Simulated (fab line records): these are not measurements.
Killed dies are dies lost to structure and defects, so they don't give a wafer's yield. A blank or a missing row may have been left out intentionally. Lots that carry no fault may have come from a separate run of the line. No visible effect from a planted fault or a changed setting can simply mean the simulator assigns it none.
fab line records	flow sky130
[record] lots = 6	wafers = 18	lastDay = 49
route steps=708 shown LDD_HVN@268 LDD_HVP@278 PAD_OPEN@708
lots untouched by any fault: they come from a run of this same line in which no faults occurred
startH: the number of hours between the record's first day and the start of the first shown wafer of the lot	waitH: time in hours since the lot's previous step	" repeats the value in the row above	L1.1+2: a row that stands for several wafers	- either no value or no given start	* or withheld: withheld	< > ~ a bound
route shown NAME@n: NAME is a module with steps in the file, n the number in the route of the first one	usual: the fault-free wafers' mean and standard deviation	same: alike in all rows	chamber/n: place in a boat	sites: each site's reading	_std_site: their standard deviation	_edge_site: mean of outer sites minus mean of inner sites	radiusMm: for every site, how far away it sits from the centre of the wafer	mask NAME#n: copy n	behind: the most recent tool/chamber to have shaped the wafer	hold: the reason the lot was held/the length of the hold in hours/how it ended	device: the n, p or np transistor that did not switch	end of line: at the end of the route, the tests of the same wafers	where a step has no rows: the recipe by itself	killed: at the first sort, the dies lost to defects and structure; wafer yield is something else	map: per-die view of a wafer (x killed, . not killed, _ where there is no die)
set.NAME: setting as actually run; set.NAME@STEP: the setting as run at that earlier step	model.NAME: the simulator's own value behind a step, which no gauge read
lots at some steps of the route; a table a step, a row a wafer
services: from which hour (startH, from the record's first day; less than 0 if before it) a tool's chamber was out of use, for how many hours, and why
[[steps]]
[step SKY_LDD_HVN_HMDS_01]
[recipe] primeTimeS = 60	primeTempC = 120
[step SKY_LDD_HVN_COAT_02]
[recipe] resist = NOVOLAK	spinRpm = 3000	resistThkNm = 300
[step SKY_LDD_HVN_SOFTBAKE_03]
[recipe] tempC = 90	timeS = 60	resist = NOVOLAK
[step SKY_LDD_HVN_EXPOSE_04]
[recipe] maskId = HVNTM	na = 0.6	sourceShape = conventional	sigmaOuter = 0.6	polarization = unpolarized	targetCdNm = 700	doseMj = 127
[step SKY_LDD_HVN_PEB_05]
[recipe] tempC = withheld	timeS = *	resist = NOVOLAK
[step SKY_LDD_HVN_DEVELOP_06]
[recipe] resist = NOVOLAK	developer = TMAH	developTimeS = 60	devTempC = 23
[step SKY_LDD_HVN_OVL_MEAS_07]
[usual] LDD_HVN_OVL = 0.3/1.5
lot.wafer	tool	chamber	startH	waitH	LDD_HVN_OVL[nm]
L968.2	overlay-02	-	458.97	0.1	1.6
L968.3	"	-	"	"	0.7
L968.6	"	-	"	"	-0.3
L969.2	overlay-02	-	466.52	0.1	0.5
L969.3	"	-	"	"	0.1
L969.6	"	-	"	"	1.0
L974.1	overlay-01	-	526.79	0.1	-2.3
L974.2	"	-	"	"	-0.3
L974.4	"	-	"	"	-1.7
L980.2	overlay-01	-	571.40	0.1	1.6
L980.3	"	-	"	"	0.5
L980.5	"	-	"	"	2.1
L987.1	overlay-01	-	625.76	0.1	0.0
L987.4	"	-	"	"	-0.7
L987.5	"	-	"	"	0.0
L988.4	overlay-02	-	636.73	0.1	2.4
L988.5	"	-	"	"	2.4
L988.6	"	-	"	"	0.6
[step SKY_LDD_HVN_IMPLANT_08]
[recipe] species = P	energyKev = 60	doseCm2 = 3e+13	tiltDeg = 40
[step SKY_LDD_HVN_STRIP_09]
[recipe] chemistry = O2/N2	powerW = 1400	pressureMtorr = 1500	platenTempC = withheld	o2FlowSccm = 3000	n2FlowSccm = 300	overashFraction = 0.5
[usual] drypumpMotorCurrentA = 5.5/0.5	n2FlowSccm = 299.9/0.87	oesProductAu = 0.409/0.0048	stripTimeToEndpointS = 4.133/0.016
lot.wafer	tool	chamber	startH	waitH	drypumpMotorCurrentA	n2FlowSccm	oesProductAu	rfHoursCounterH	stripTimeToEndpointS
L968.2	plasmaAsher-02	0	459.15	0.1	6.2	300.8	0.414	79	4.142
L968.3	"	0	"	"	6.2	300.5	0.402	-	4.141
L968.6	"	0	"	"	6.2	300.7	0.407	-	4.144
L969.2	plasmaAsher-02	1	466.70	0.1	5.8	299.3	0.403	80	4.131
L969.3	"	1	"	"	5.8	300.0	0.405	-	4.120
L969.6	"	0	"	"	6.2	298.6	0.412	-	4.119
L974.1	plasmaAsher-01	1	526.98	0.1	5.5	299.8	0.406	10	4.141
L974.2	"	0	"	"	5.0	298.9	0.405	10	4.137
L974.4	"	1	"	"	5.5	299.9	0.405	-	4.139
L980.2	plasmaAsher-02	0	571.58	0.1	6.2	299.5	0.410	91	4.105
L980.3	"	1	"	"	5.8	299.0	0.410	-	4.105
L980.5	"	1	"	"	5.8	301.4	0.409	-	4.102
L987.1	plasmaAsher-02	1	625.95	0.1	5.8	299.6	0.404	96	4.107
L987.4	"	1	"	"	5.8	298.8	0.405	-	4.131
L987.5	"	0	"	"	6.2	298.8	0.407	-	4.115
L988.4	plasmaAsher-03	0	636.93	0.1	5.7	301.1	0.416	-	4.164
L988.5	"	0	"	"	5.7	300.2	0.407	-	4.140
L988.6	"	1	"	"	4.7	298.7	0.417	-	4.150
[step SKY_LDD_HVN_TW_MEAS_10]
[usual] LDD_HVN_TW = 1450/16
lot.wafer	tool	chamber	startH	waitH	LDD_HVN_TW
L968.2	filmMetro-02	-	459.26	0.1	1466
L968.3	"	-	"	"	1476
L968.6	"	-	"	"	1462
L969.2	filmMetro-01	-	466.81	0.1	1440
L969.3	"	-	"	"	1435
L969.6	"	-	"	"	1443
L974.1	filmMetro-01	-	527.08	0.1	1431
L974.2	"	-	"	"	1437
L974.4	"	-	"	"	1427
L980.2	filmMetro-02	-	571.69	0.1	1468
L980.3	"	-	"	"	1478
L980.5	"	-	"	"	1473
L987.1	filmMetro-04	-	626.05	0.1	1429
L987.4	"	-	"	"	1433
L987.5	"	-	"	"	1440
L988.4	filmMetro-01	-	637.03	0.1	1430
L988.5	"	-	"	"	1429
L988.6	"	-	"	"	1435
[step SKY_LDD_HVP_DEHYDRATE_00]
[recipe] tempC = 200	timeS = 60
[step SKY_LDD_HVP_HMDS_01]
[recipe] primeTimeS = 60	primeTempC = 120
[step SKY_LDD_HVP_COAT_02]
[recipe] resist = NOVOLAK	spinRpm = 3000	resistThkNm = 300
[usual] resistLineTempC = 22.99/0.11	spinSpeedRpm = 2999.7/2.2
lot.wafer	tool	chamber	startH	waitH	resistLineTempC	spinSpeedRpm	model.NOVOLAK_of_LDD_HVP_COAT_02.thkNm
L968.2	lithoTrack-02	0	474.32	0.1	23.02	2996.9	298.9
L968.3	"	0	"	"	22.76	2996.6	298.7
L968.6	"	0	"	"	22.97	2998.3	298
L969.2	lithoTrack-04	0	481.97	0.1	22.90	3002.3	298.9
L969.3	"	0	"	"	22.94	3001.5	298.8
L969.6	"	0	"	"	22.98	2998.4	299.8
L974.1	lithoTrack-04	0	541.45	0.1	22.78	3000.7	298.3
L974.2	"	0	"	"	22.77	2997.3	298.6
L974.4	"	0	"	"	23.01	2997.9	298.8
L980.2	lithoTrack-02	0	586.17	0.1	22.95	3001.2	299.4
L980.3	"	0	"	"	22.90	2999.3	299.3
L980.5	"	0	"	"	23.08	3001.5	299.2
L987.1	lithoTrack-04	0	640.35	0.1	22.95	2750.0	314
L987.4	"	0	"	"	23.10	2748.1	313.7
L987.5	"	0	"	"	22.92	2747.1	312.6
L988.4	lithoTrack-04	0	650.22	0.1	22.95	2753.3	313.1
L988.5	"	0	"	"	22.98	2751.6	313.5
L988.6	"	0	"	"	22.89	2748.8	313.4
[step SKY_LDD_HVP_SOFTBAKE_03]
[recipe] tempC = 90	timeS = 60	resist = NOVOLAK
[step SKY_LDD_HVP_EXPOSE_04]
[recipe] maskId = HVPTM	na = 0.6	sourceShape = conventional	sigmaOuter = 0.6	polarization = unpolarized	targetCdNm = 700	doseMj = 86
[step SKY_LDD_HVP_PEB_05]
[recipe] tempC = withheld	timeS = *	resist = NOVOLAK
[step SKY_LDD_HVP_DEVELOP_06]
[recipe] resist = NOVOLAK	developer = TMAH	developTimeS = 60	devTempC = 23
[usual] resistLineTempC = 23.01/0.1
lot.wafer	tool	chamber	startH	waitH	resistLineTempC	model.NOVOLAK_of_LDD_HVP_COAT_02.thkNm
L968.2	lithoTrack-01	0	490.04	0.1	23.12	298.5
L968.3	"	0	"	"	23.12	298.3
L968.6	"	0	"	"	23.13	297.6
L969.2	lithoTrack-02	0	497.02	0.1	22.90	298.5
L969.3	"	0	"	"	22.91	298.4
L969.6	"	0	"	"	22.95	299.4
L974.1	lithoTrack-04	0	555.95	0.1	23.04	297.9
L974.2	"	0	"	"	23.35	298.2
L974.4	"	0	"	"	23.22	298.4
L980.2	lithoTrack-04	0	600.12	0.1	22.96	299
L980.3	"	0	"	"	23.01	298.9
L980.5	"	0	"	"	23.06	298.8
L987.1	lithoTrack-04	0	654.50	0.1	23.03	313.6
L987.4	"	0	"	"	22.94	313.2
L987.5	"	0	"	"	23.04	312.2
L988.4	lithoTrack-01	0	664.24	0.1	23.07	312.7
L988.5	"	0	"	"	23.13	313.1
L988.6	"	0	"	"	23.11	313
[step SKY_LDD_HVP_OVL_MEAS_07]
[usual] LDD_HVP_OVL = 0.7/1.3
lot.wafer	tool	chamber	startH	waitH	LDD_HVP_OVL[nm]
L968.2	overlay-02	-	490.17	0.1	1.3
L968.3	"	-	"	"	1.7
L968.6	"	-	"	"	2.3
L969.2	overlay-02	-	497.15	0.1	0.0
L969.3	"	-	"	"	0.3
L969.6	"	-	"	"	-1.3
L974.1	overlay-01	-	556.10	0.1	1.6
L974.2	"	-	"	"	0.8
L974.4	"	-	"	"	2.2
L980.2	overlay-01	-	600.25	0.1	-0.5
L980.3	"	-	"	"	-0.3
L980.5	"	-	"	"	1.2
L987.1	overlay-02	-	654.65	0.1	0.4
L987.4	"	-	"	"	-0.2
L987.5	"	-	"	"	1.6
L988.4	overlay-02	-	664.33	0.1	0.3
L988.5	"	-	"	"	0.9
L988.6	"	-	"	"	-1.0
[step SKY_LDD_HVP_IMPLANT_08]
[recipe] species = B	energyKev = 20.2	doseCm2 = 1.7e+13	tiltDeg = 17.9
[step SKY_LDD_HVP_STRIP_09]
[recipe] chemistry = O2/N2	powerW = 1400	pressureMtorr = 1500	platenTempC = withheld	o2FlowSccm = 3000	n2FlowSccm = 300	overashFraction = 0.5
[usual] drypumpMotorCurrentA = 5.8/0.5	n2FlowSccm = 300.1/0.91	oesProductAu = 0.409/0.0046	stripTimeToEndpointS = 4.129/0.015
lot.wafer	tool	chamber	startH	waitH	drypumpMotorCurrentA	n2FlowSccm	oesProductAu	rfHoursCounterH	stripTimeToEndpointS
L968.2	plasmaAsher-02	0	490.35	0.1	6.2	301.3	0.409	82	4.108
L968.3	"	1	"	"	5.8	301.2	0.415	-	4.108
L968.6	"	0	"	"	6.2	299.6	0.411	-	4.103
L969.2	plasmaAsher-04	0	497.33	0.1	6.3	299.6	0.412	64	4.124
L969.3	"	0	"	"	6.3	299.2	0.410	-	4.108
L969.6	"	0	"	"	6.3	297.9	0.410	-	4.124
L974.1	plasmaAsher-04	1	556.28	0.1	5.4	299.0	0.409	69	4.113
L974.2	"	0	"	"	6.3	300.3	0.409	69	4.128
L974.4	"	1	"	"	5.5	300.4	0.414	-	4.115
L980.2	plasmaAsher-02	0	600.43	0.1	6.2	299.5	0.405	94	4.132
L980.3	"	0	"	"	6.2	302.1	0.406	-	4.134
L980.5	"	0	"	"	6.2	300.7	0.410	-	4.120
L987.1	plasmaAsher-03	1	654.84	0.1	4.7	299.9	0.412	53	4.309
L987.4	"	1	"	"	4.6	301.8	0.418	-	4.310
L987.5	"	1	"	"	4.7	300.6	0.414	-	4.314
L988.4	plasmaAsher-02	1	664.53	0.1	5.8	300.7	0.418	-	4.312
L988.5	"	1	"	"	5.8	301.4	0.410	-	4.296
L988.6	"	0	"	"	6.2	298.8	0.414	-	4.307
[step SKY_LDD_HVP_TW_MEAS_10]
[usual] LDD_HVP_TW = 456.8/2.6
lot.wafer	tool	chamber	startH	waitH	LDD_HVP_TW
L968.2	filmMetro-04	-	490.46	0.1	459.8
L968.3	"	-	"	"	457.7
L968.6	"	-	"	"	457.6
L969.2	filmMetro-03	-	497.44	0.1	457.5
L969.3	"	-	"	"	460.3
L969.6	"	-	"	"	456.5
L974.1	filmMetro-04	-	556.38	0.1	462.7
L974.2	"	-	"	"	459.0
L974.4	"	-	"	"	461.0
L980.2	filmMetro-03	-	600.54	0.1	453.5
L980.3	"	-	"	"	451.5
L980.5	"	-	"	"	451.1
L987.1	filmMetro-04	-	654.94	0.1	460.1
L987.4	"	-	"	"	459.8
L987.5	"	-	"	"	460.0
L988.4	filmMetro-04	-	664.63	0.1	460.1
L988.5	"	-	"	"	458.4
L988.6	"	-	"	"	461.9
[step SKY_PAD_OPEN_PROBE_99]
[usual] killed_at_M0_to_M3 = 43/6.9	killed_at_M4_up = 3.2/2	killedAtContacts = 25/5.1	killedAtFrontEnd = 15/4.5	killedAtOther = 0.2/0.51	killedDies = 85/9.5	killedOpen = 48/6.9	killedShort = 38/6.7
[same] grossDies = 492	killedAtBackSide = 0
lot.wafer	tool	chamber	startH	waitH	killed_at_M0_to_M3	killed_at_M4_up	killedAtContacts	killedAtFrontEnd	killedAtOther	killedDies	killedOpen	killedShort
L968.2	prober-02	-	1070.20	0.1	40	5	19	13	0	77	46	31
L968.3	prober-02	-	1070.25	0.2	50	1	21	16	1	89	50	39
L968.6	prober-02	-	1070.40	0.2	47	4	31	15	0	97	46	51
L969.2	prober-01	-	1075.98	0.1	43	1	26	8	0	78	51	27
L969.3	prober-01	-	1076.03	0.2	37	3	16	25	0	81	40	41
L969.6	prober-01	-	1076.18	0.2	42	3	19	10	2	76	43	33
// killed by level:class
L968.2 VIA3:geometricParticle:open=8 VIA1:geometricParticle:open=8 CONTACT:geometricParticle:open=7 VIA2:geometricParticle:open=7 CONTACT:geometricParticle:short=6 VIA3:geometricParticle:short=4 FIELD_ISO:geometricParticle:open=3 FIELD_ISO:geometricParticle:short=3
L968.3 VIA3:geometricParticle:open=10 VIA1:geometricParticle:open=9 METAL1:geometricParticle:short=8 LI_CONTACT:geometricParticle:open=7 VIA1:geometricParticle:short=7 CONTACT:geometricParticle:open=6 VIA2:geometricParticle:open=5 FIELD_ISO:geometricParticle:open=4
L968.6 VIA1:geometricParticle:open=12 VIA3:geometricParticle:open=10 VIA1:geometricParticle:short=9 LI_CONTACT:geometricParticle:short=8 CONTACT:geometricParticle:short=7 FIELD_ISO:geometricParticle:open=6 LI_CONTACT:geometricParticle:open=6 CONTACT:geometricParticle:open=6
L969.2 VIA1:geometricParticle:open=12 CONTACT:geometricParticle:open=10 LI_CONTACT:geometricParticle:open=8 VIA3:geometricParticle:open=8 VIA2:geometricParticle:open=6 METAL1:geometricParticle:short=5 METAL2:geometricParticle:short=5 POLY_GATE:geometricParticle:open=3
L969.3 VIA1:geometricParticle:open=11 FIELD_ISO:geometricParticle:short=6 POLY_GATE:geometricParticle:short=6 FIELD_ISO:geometricParticle:open=5 POLY_GATE:geometricParticle:open=5 CONTACT:geometricParticle:open=5 VIA2:geometricParticle:open=5 METAL2:geometricParticle:short=4
L969.6 VIA1:geometricParticle:open=10 METAL1:geometricParticle:short=7 VIA2:geometricParticle:open=7 CONTACT:geometricParticle:open=6 LI_CONTACT:geometricParticle:open=5 LOCAL_INTERCONNECT:geometricParticle:short=4 VIA1:geometricParticle:short=3 METAL2:geometricParticle:short=3
[[services]]
tool	chamber	startH	hours	kind
plasmaAsher-03	-	463.79	1.7	repair
plasmaAsher-03	-	471.92	1.0	repair
plasmaAsher-04	-	490.14	3.5	repair
plasmaAsher-03	-	496.46	1.6	repair
plasmaAsher-01	-	518.74	0.4	repair
plasmaAsher-03	-	647.33	4.4	repair
plasmaAsher-04	-	650.03	8.3	repair
plasmaAsher-03	-	660.19	2.8	pm
[[key]]
[firstSign] step = SKY_LDD_HVP_COAT_02	reading = spinSpeedRpm	direction = down	sigmas = 99+	usual = 2999.7	struck = 2749.8
[effect] step = SKY_LDD_HVP_STRIP_09	reading = stripTimeToEndpointS	direction = up	sigmas = 12	usual = *	struck = *
[modelEffect] step = SKY_LDD_HVP_COAT_02	value = NOVOLAK_of_LDD_HVP_COAT_02.thkNm	without = 300	struck = 313.4
[modelEffect] step = SKY_LDD_HVP_DEVELOP_06	value = NOVOLAK_of_LDD_HVP_COAT_02.thkNm	without = 299.6	struck = 313
metAt SKY_LDD_HVP_COAT_02
struckWafers L987.1,L987.4,L987.5,L988.4,L988.5,L988.6
testerLeftOut L987,L988
onsetBetween 541.45 640.35
[fault] kind = processParameterDrift	tool = lithoTrack-04	chamber = -	onsetH = 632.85	steps = SKY_LDD_HVP_COAT_02	channel = spinRpm	offset = -251.46	shape = step	endH = 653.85	actsIn = theseRecipesOnly	stated = 3000
// testerLeftOut: of these lots the tester's yield and bins aren't shown, on N5 and GAA mostly nor the transistor test; their killed dies are dies lost to structure and defects alone, not to doping, threshold or leakage, so they don't give the yield
